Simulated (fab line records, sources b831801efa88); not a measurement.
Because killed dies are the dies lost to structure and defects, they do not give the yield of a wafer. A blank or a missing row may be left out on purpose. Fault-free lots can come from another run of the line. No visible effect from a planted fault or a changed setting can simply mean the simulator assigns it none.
fab line records | flow sky130
[record] lots = 5 | wafers = 15 | last_day = 50
route steps=708 shown LDD_N@245 LDD_P@255 PAD_OPEN@708
lots that met no fault: from a run of the same line without faults
start_h: the number of hours between the record's first day and the start of the first shown wafer of the lot | wait_h: how many hours have passed since the lot's step before this one | " as in the row above | L1.1+2: a row that stands for several wafers | - no value, or no start given | * or withheld: withheld | < > ~ a bound
route shown NAME@n: names a module that has steps shown in the file, with the first one's number in the route | usual: mean and standard deviation over wafers with no fault | same: alike in all rows | chamber/n: place in a boat | sites: per-site readings | _std_site: their standard deviation | _edge_site: inner sites' mean taken away from outer sites' mean | radius_mm: for every site, how far away it sits from the centre of the wafer | mask NAME#n: copy n | behind: the tool/chamber that last shaped the wafer | hold: cause of the lot's hold/its duration in hours/its outcome | device: names the non-switching transistor (n, p or np) | end of line: at the end of the route, the tests of the same wafers | a step given without rows: its recipe and nothing more | killed: at the first sort, the dies lost to defects and structure; wafer yield is something else | map: per-die view of a wafer (x killed, . not killed, _ where there is no die)
set.NAME: the setting as run; set.NAME@STEP: as run at that earlier step | model.NAME: the simulator's own value behind a step, which no gauge read
certain route steps with their lots: each step a table, each wafer a row
services: a tool's chamber out of use, with start hour (start_h, from the record's first day; less than 0 if before it), hours out, and reason
[[steps]]
[step SKY_LDD_N_IMPLANT_08]
[recipe] species = As | energy_kev = 20 | dose_cm2 = 7.5e+13 | tilt_deg = withheld | rotation_deg = 23
[step SKY_LDD_N_IMPLANT_09]
[recipe] species = As | energy_kev = 20 | dose_cm2 = 7.5e+13 | tilt_deg = withheld | rotation_deg = 113
[step SKY_LDD_N_IMPLANT_10]
[recipe] species = As | energy_kev = 20 | dose_cm2 = 7.5e+13 | tilt_deg = withheld | rotation_deg = 203
[step SKY_LDD_N_IMPLANT_11]
[recipe] species = As | energy_kev = 20 | dose_cm2 = 7.557e+13 | tilt_deg = withheld | rotation_deg = 293
[step SKY_LDD_N_IMPLANT_12]
[recipe] species = BF2 | energy_kev = 50 | dose_cm2 = 5e+12 | tilt_deg = 30 | rotation_deg = 0
[step SKY_LDD_N_IMPLANT_13]
[recipe] species = BF2 | energy_kev = 50 | dose_cm2 = 5e+12 | tilt_deg = 30 | rotation_deg = 90
[step SKY_LDD_N_IMPLANT_14]
[recipe] species = BF2 | energy_kev = 50 | dose_cm2 = 5e+12 | tilt_deg = 30 | rotation_deg = 180
[step SKY_LDD_N_IMPLANT_15]
[recipe] species = BF2 | energy_kev = 50 | dose_cm2 = 5e+12 | tilt_deg = 30 | rotation_deg = 270
[step SKY_LDD_N_STRIP_16]
[recipe] chemistry = O2/N2 | power_w = 1400 | pressure_mtorr = 1500 | platen_temp_c = withheld | o2_flow_sccm = 3000 | n2_flow_sccm = 300 | overash_fraction = 0.5
[usual] chamber_pressure_mTorr = 1500.2/1.2 | drypump_motor_current_A = 5.59/0.22 | oes_product_au = 0.406/0.0045 | strip_time_to_endpoint_s = 4.312/0.014
lot.wafer | tool            | chamber | start_h | wait_h | chamber_pressure_mTorr | drypump_motor_current_A | oes_product_au | rf_hours_counter_h | strip_time_to_endpoint_s
L522.1    | plasma_asher-01 | 0       | 400.51  | 0.1    | 1501.2                 | 5.59                    | 0.416          | 71                 | 4.339
L522.2    | "               | 1       | "       | "      | 1498.6                 | 5.80                    | 0.410          | 71                 | 4.332
L522.4    | "               | 0       | "       | "      | 1499.1                 | 5.60                    | 0.408          | -                  | 4.331
L535.2    | plasma_asher-02 | 1       | 529.06  | 0.1    | 1499.7                 | 5.50                    | 0.411          | 39                 | 4.315
L535.5    | "               | 1       | "       | "      | 1498.6                 | 5.50                    | 0.403          | -                  | 4.289
L535.6    | "               | 0       | "       | "      | 1500.7                 | 5.61                    | 0.402          | -                  | 4.322
L539.2    | plasma_asher-01 | 1       | 567.52  | 0.1    | 1499.5                 | 5.83                    | 0.398          | 13                 | 4.315
L539.5    | "               | 0       | "       | "      | 1498.4                 | 5.59                    | 0.405          | -                  | 4.306
L539.6    | "               | 1       | "       | "      | 1500.6                 | 5.81                    | 0.405          | -                  | 4.320
L542.1    | plasma_asher-01 | 1       | 598.73  | 0.1    | 1499.4                 | 5.82                    | 0.408          | 16                 | 4.304
L542.5    | "               | 0       | "       | "      | 1500.1                 | 5.58                    | 0.407          | -                  | 4.332
L542.6    | "               | 1       | "       | "      | 1501.9                 | 5.87                    | 0.407          | -                  | 4.308
L544.1    | plasma_asher-01 | 0       | 600.61  | 0.1    | 1500.5                 | 5.60                    | 0.409          | 17                 | 4.312
L544.2    | "               | 1       | "       | "      | 1501.9                 | 5.84                    | 0.407          | 17                 | 4.311
L544.6    | "               | 1       | "       | "      | 1500.0                 | 5.84                    | 0.401          | -                  | 4.326
[step SKY_LDD_N_TW_MEAS_17]
[usual] LDD_N_TW = 2595/21
lot.wafer | tool          | chamber | start_h | wait_h | LDD_N_TW
L522.1    | film_metro-02 | -       | 400.61  | 0.1    | 2592
L522.2    | "             | -       | "       | "      | 2585
L522.4    | "             | -       | "       | "      | 2579
L535.2    | film_metro-02 | -       | 529.17  | 0.1    | 2566
L535.5    | "             | -       | "       | "      | 2561
L535.6    | "             | -       | "       | "      | 2572
L539.2    | film_metro-02 | -       | 567.63  | 0.1    | 2560
L539.5    | "             | -       | "       | "      | 2580
L539.6    | "             | -       | "       | "      | 2598
L542.1    | film_metro-03 | -       | 598.83  | 0.1    | 2599
L542.5    | "             | -       | "       | "      | 2594
L542.6    | "             | -       | "       | "      | 2580
L544.1    | film_metro-02 | -       | 600.71  | 0.1    | 2563
L544.2    | "             | -       | "       | "      | 2559
L544.6    | "             | -       | "       | "      | 2564
[step SKY_LDD_P_DEHYDRATE_00]
[recipe] temp_c = 200 | time_s = 60
[step SKY_LDD_P_HMDS_01]
[recipe] prime_time_s = 60 | prime_temp_c = 120
[step SKY_LDD_P_COAT_02]
[recipe] resist = NOVOLAK | spin_rpm = 3000 | resist_thk_nm = 1140
lot.wafer | tool           | chamber | start_h | wait_h | model.NOVOLAK_of_LDD_P_COAT_02.thk_nm
L522.1    | litho_track-02 | 0       | 416.06  | 0.1    | 1141
L522.2    | "              | 0       | "       | "      | 1138
L522.4    | "              | 0       | "       | "      | 1140
L535.2    | litho_track-01 | 0       | 544.56  | 0.1    | 1093
L535.5+6  | "              | 0       | "       | "      | 1094
L539.2    | litho_track-03 | 0       | 582.67  | 0.1    | 1133
L539.5    | "              | 0       | "       | "      | 1136
L539.6    | "              | 0       | "       | "      | 1135
L542.1    | litho_track-02 | 0       | 613.76  | 0.1    | 1139
L542.5    | "              | 0       | "       | "      | 1142
L542.6    | "              | 0       | "       | "      | 1141
L544.1    | litho_track-01 | 0       | 615.58  | 0.1    | 1141
L544.2+6  | "              | 0       | "       | "      | 1143
[step SKY_LDD_P_SOFTBAKE_03]
[recipe] temp_c = 90 | time_s = 60 | resist = NOVOLAK
[step SKY_LDD_P_EXPOSE_04]
[recipe] mask_id = PSDM | na = 0.6 | source_shape = conventional | sigma_outer = 0.6 | polarization = unpolarized | target_cd_nm = 380 | dose_mj = 138
[step SKY_LDD_P_PEB_05]
[recipe] temp_c = withheld | time_s = * | resist = NOVOLAK
[step SKY_LDD_P_DEVELOP_06]
[recipe] resist = NOVOLAK | developer = TMAH | develop_time_s = 60 | dev_temp_c = 23
lot.wafer | tool           | chamber | start_h | wait_h | model.NOVOLAK_of_LDD_P_COAT_02.thk_nm
L522.1    | litho_track-01 | 0       | 429.93  | 0.1    | 1140
L522.2    | "              | 0       | "       | "      | 1138
L522.4    | "              | 0       | "       | "      | 1139
L535.2    | litho_track-02 | 0       | 559.18  | 0.1    | 1093
L535.5+6  | "              | 0       | "       | "      | 1094
L539.2    | litho_track-03 | 0       | 596.87  | 0.1    | 1133
L539.5+6  | "              | 0       | "       | "      | 1135
L542.1    | litho_track-02 | 0       | 627.26  | 0.1    | 1138
L542.5    | "              | 0       | "       | "      | 1142
L542.6    | "              | 0       | "       | "      | 1141
L544.1    | litho_track-03 | 0       | 629.00  | 0.1    | 1141
L544.2+6  | "              | 0       | "       | "      | 1142
[step SKY_LDD_P_CD_MEAS_07]
[recipe] target_cd_nm = 380
[usual] cd_nm = 381.1/1.9
lot.wafer | tool      | chamber | start_h | wait_h | cd_nm
L522.1    | cd_sem-02 | -       | 430.08  | 0.1    | 382.5
L522.2    | "         | -       | "       | "      | 381.3
L522.4    | "         | -       | "       | "      | 381.2
L535.2    | cd_sem-01 | -       | 559.33  | 0.1    | 387.5
L535.5    | "         | -       | "       | "      | 385.3
L535.6    | "         | -       | "       | "      | 387.9
L539.2    | cd_sem-01 | -       | 597.02  | 0.1    | 381.0
L539.5    | "         | -       | "       | "      | 380.2
L539.6    | "         | -       | "       | "      | 382.2
L542.1    | cd_sem-01 | -       | 627.41  | 0.1    | 379.8
L542.5    | "         | -       | "       | "      | 379.4
L542.6    | "         | -       | "       | "      | 380.8
L544.1    | cd_sem-01 | -       | 629.15  | 0.1    | 384.1
L544.2    | "         | -       | "       | "      | 380.5
L544.6    | "         | -       | "       | "      | 383.7
[step SKY_LDD_P_OVL_MEAS_08]
[usual] LDD_P_OVL = -2.1/1.3
lot.wafer | tool       | chamber | start_h | wait_h | LDD_P_OVL[nm]
L522.1    | overlay-02 | -       | 430.20  | 0.1    | 0.3
L522.2    | "          | -       | "       | "      | -0.3
L522.4    | "          | -       | "       | "      | -0.4
L535.2    | overlay-02 | -       | 559.44  | 0.1    | -1.9
L535.5    | "          | -       | "       | "      | -0.4
L535.6    | "          | -       | "       | "      | -1.6
L539.2    | overlay-01 | -       | 597.12  | 0.1    | -2.0
L539.5    | "          | -       | "       | "      | -2.5
L539.6    | "          | -       | "       | "      | -5.2
L542.1    | overlay-01 | -       | 627.53  | 0.1    | -2.7
L542.5    | "          | -       | "       | "      | -3.0
L542.6    | "          | -       | "       | "      | -3.6
L544.1    | overlay-01 | -       | 629.27  | 0.1    | -1.2
L544.2    | "          | -       | "       | "      | -0.9
L544.6    | "          | -       | "       | "      | -1.6
[step SKY_LDD_P_IMPLANT_09]
[recipe] species = BF2 | energy_kev = 25 | dose_cm2 = 1e+13 | tilt_deg = withheld
[step SKY_LDD_P_STRIP_10]
[recipe] chemistry = O2/N2 | power_w = 1400 | pressure_mtorr = 1500 | platen_temp_c = withheld | o2_flow_sccm = 3000 | n2_flow_sccm = 300 | overash_fraction = 0.5
[usual] chamber_pressure_mTorr = 1499.9/1 | drypump_motor_current_A = 5.76/0.24 | oes_product_au = 0.716/0.0044 | strip_time_to_endpoint_s = 14.18/0.042
lot.wafer | tool            | chamber | start_h | wait_h | chamber_pressure_mTorr | drypump_motor_current_A | oes_product_au | rf_hours_counter_h | strip_time_to_endpoint_s
L522.1    | plasma_asher-02 | 0       | 430.39  | 0.1    | 1500.8                 | 5.64                    | 0.710          | 30                 | 14.17
L522.2    | "               | 1       | "       | "      | 1501.1                 | 5.50                    | 0.720          | 30                 | 14.16
L522.4    | "               | 0       | "       | "      | 1501.2                 | 5.65                    | 0.708          | -                  | 14.17
L535.2    | plasma_asher-02 | 0       | 559.62  | 0.1    | 1500.7                 | 5.63                    | 0.716          | 42                 | 13.63
L535.5    | "               | 1       | "       | "      | 1499.2                 | 5.48                    | 0.717          | -                  | 13.64
L535.6    | "               | 0       | "       | "      | 1500.8                 | 5.63                    | 0.719          | -                  | 13.63
L539.2    | plasma_asher-01 | 1       | 597.30  | 0.1    | 1499.2                 | 5.83                    | 0.715          | 16                 | 14.10
L539.5    | "               | 0       | "       | "      | 1500.4                 | 5.59                    | 0.708          | -                  | 14.13
L539.6    | "               | 1       | "       | "      | 1500.6                 | 5.84                    | 0.715          | -                  | 14.12
L542.1    | plasma_asher-04 | 0       | 627.72  | 0.1    | 1501.7                 | 6.23                    | 0.716          | 82                 | 14.17
L542.5    | "               | 0       | "       | "      | 1499.5                 | 6.21                    | 0.715          | -                  | 14.21
L542.6    | "               | 1       | "       | "      | 1501.2                 | 5.79                    | 0.719          | -                  | 14.20
L544.1    | plasma_asher-01 | 1       | 629.45  | 0.1    | 1499.4                 | 5.84                    | 0.718          | 20                 | 14.19
L544.2    | "               | 0       | "       | "      | 1499.2                 | 5.59                    | 0.716          | 20                 | 14.19
L544.6    | "               | 0       | "       | "      | 1500.6                 | 5.58                    | 0.715          | -                  | 14.21
[step SKY_LDD_P_TW_MEAS_11]
[usual] LDD_P_TW = 639/6.2
lot.wafer | tool          | chamber | start_h | wait_h | LDD_P_TW
L522.1    | film_metro-01 | -       | 430.49  | 0.1    | 649
L522.2    | "             | -       | "       | "      | 645
L522.4    | "             | -       | "       | "      | 648
L535.2    | film_metro-01 | -       | 559.73  | 0.1    | 644
L535.5    | "             | -       | "       | "      | 643
L535.6    | "             | -       | "       | "      | 640
L539.2    | film_metro-04 | -       | 597.41  | 0.1    | 628
L539.5    | "             | -       | "       | "      | 631
L539.6    | "             | -       | "       | "      | 631
L542.1    | film_metro-04 | -       | 627.82  | 0.1    | 634
L542.5    | "             | -       | "       | "      | 634
L542.6    | "             | -       | "       | "      | 637
L544.1    | film_metro-04 | -       | 629.55  | 0.1    | 635
L544.2    | "             | -       | "       | "      | 632
L544.6    | "             | -       | "       | "      | 637
[step SKY_PAD_OPEN_PROBE_99]
[usual] killed_at_M0_to_M3 = 43/7 | killed_at_M4_up = 3.3/1.8 | killed_at_contacts = 24/6.2 | killed_at_front_end = 16/4.7 | killed_at_other = 0.4/0.58 | killed_dies = 87/10 | killed_open = 47/6.4 | killed_short = 39/7
[same] gross_dies = 492 | killed_at_back_side = 0
lot.wafer | tool      | chamber | start_h | wait_h | killed_at_M0_to_M3 | killed_at_M4_up | killed_at_contacts | killed_at_front_end | killed_at_other | killed_dies | killed_open | killed_short
L539.2    | prober-01 | -       | 1181.54 | 0.1    | 44                 | 5               | 19                 | 15                  | 1               | 84          | 47          | 36
L539.5    | prober-01 | -       | 1181.69 | 0.2    | 47                 | 7               | 22                 | 12                  | 0               | 88          | 43          | 45
L539.6    | prober-01 | -       | 1181.74 | 0.2    | 32                 | 5               | 29                 | 23                  | 0               | 89          | 44          | 45
// killed by level:class
L539.2 CONTACT:geometric_particle:open=10 VIA3:geometric_particle:open=8 METAL1:geometric_particle:short=7 VIA1:geometric_particle:open=7 VIA2:geometric_particle:open=5 METAL3:geometric_particle:short=5 POLY_GATE:geometric_particle:open=4 LOCAL_INTERCONNECT:geometric_particle:open=4
L539.5 VIA1:geometric_particle:open=11 METAL1:geometric_particle:short=8 LOCAL_INTERCONNECT:geometric_particle:short=7 VIA3:geometric_particle:open=6 METAL4:geometric_particle:short=6 FIELD_ISO:geometric_particle:open=5 CONTACT:geometric_particle:short=5 VIA2:geometric_particle:open=5
L539.6 LOCAL_INTERCONNECT:geometric_particle:short=10 CONTACT:geometric_particle:open=7 VIA2:geometric_particle:open=7 CONTACT:geometric_particle:short=6 FIELD_ISO:geometric_particle:open=5 POLY_GATE:geometric_particle:short=5 VIA3:geometric_particle:open=5 METAL2:geometric_particle:short=5
[[services]]
tool            | chamber | start_h | hours | kind
plasma_asher-02 | -       | 382.40  | 2.8   | pm
plasma_asher-01 | -       | 421.35  | 9.0   | pm
plasma_asher-01 | 0       | 421.35  | 9.0   | vent_cycle
plasma_asher-01 | 1       | 421.35  | 9.0   | vent_cycle
plasma_asher-01 | 0       | 430.35  | -     | clean
plasma_asher-01 | 1       | 430.35  | -     | clean
litho_track-02  | -       | 430.87  | -     | consumable_replace:filter
plasma_asher-04 | -       | 440.78  | 1.6   | repair
plasma_asher-01 | -       | 446.51  | 1.3   | repair
plasma_asher-04 | -       | 557.40  | 2.8   | pm
plasma_asher-01 | -       | 594.49  | 1.9   | repair
[[key]]
[first_sign] step = SKY_LDD_P_CD_MEAS_07 | reading = cd_nm | direction = up | sigmas = 3 | usual = 381.1 | struck = 386.9
[effect] step = SKY_LDD_P_STRIP_10 | reading = strip_time_to_endpoint_s | direction = down | sigmas = 13 | usual = * | struck = *
[model_effect] step = SKY_LDD_P_COAT_02 | value = NOVOLAK_of_LDD_P_COAT_02.thk_nm | without = 1139 | struck = 1094
[model_effect] step = SKY_LDD_P_DEVELOP_06 | value = NOVOLAK_of_LDD_P_COAT_02.thk_nm | without = 1138 | struck = 1093
met_at SKY_LDD_P_COAT_02
struck_wafers L535.2,L535.5,L535.6
tester_left_out L535
also_fits SKY_LDD_N_STRIP_16:plasma_asher-02
[fault] kind = process_parameter_drift | tool = litho_track-01 | chamber = - | onset_h = 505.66 | steps = SKY_LDD_P_COAT_02 | channel = resist_thk_nm | offset = -44.742 | shape = step | end_h = 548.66 | acts_in = these_recipes_only | stated = 1140
// tester_left_out: of these lots the tester's yield and bins aren't shown, on N5 and GAA mostly nor the transistor test; their killed dies are dies lost to structure and defects alone, not to doping, threshold or leakage, so they don't give the yield
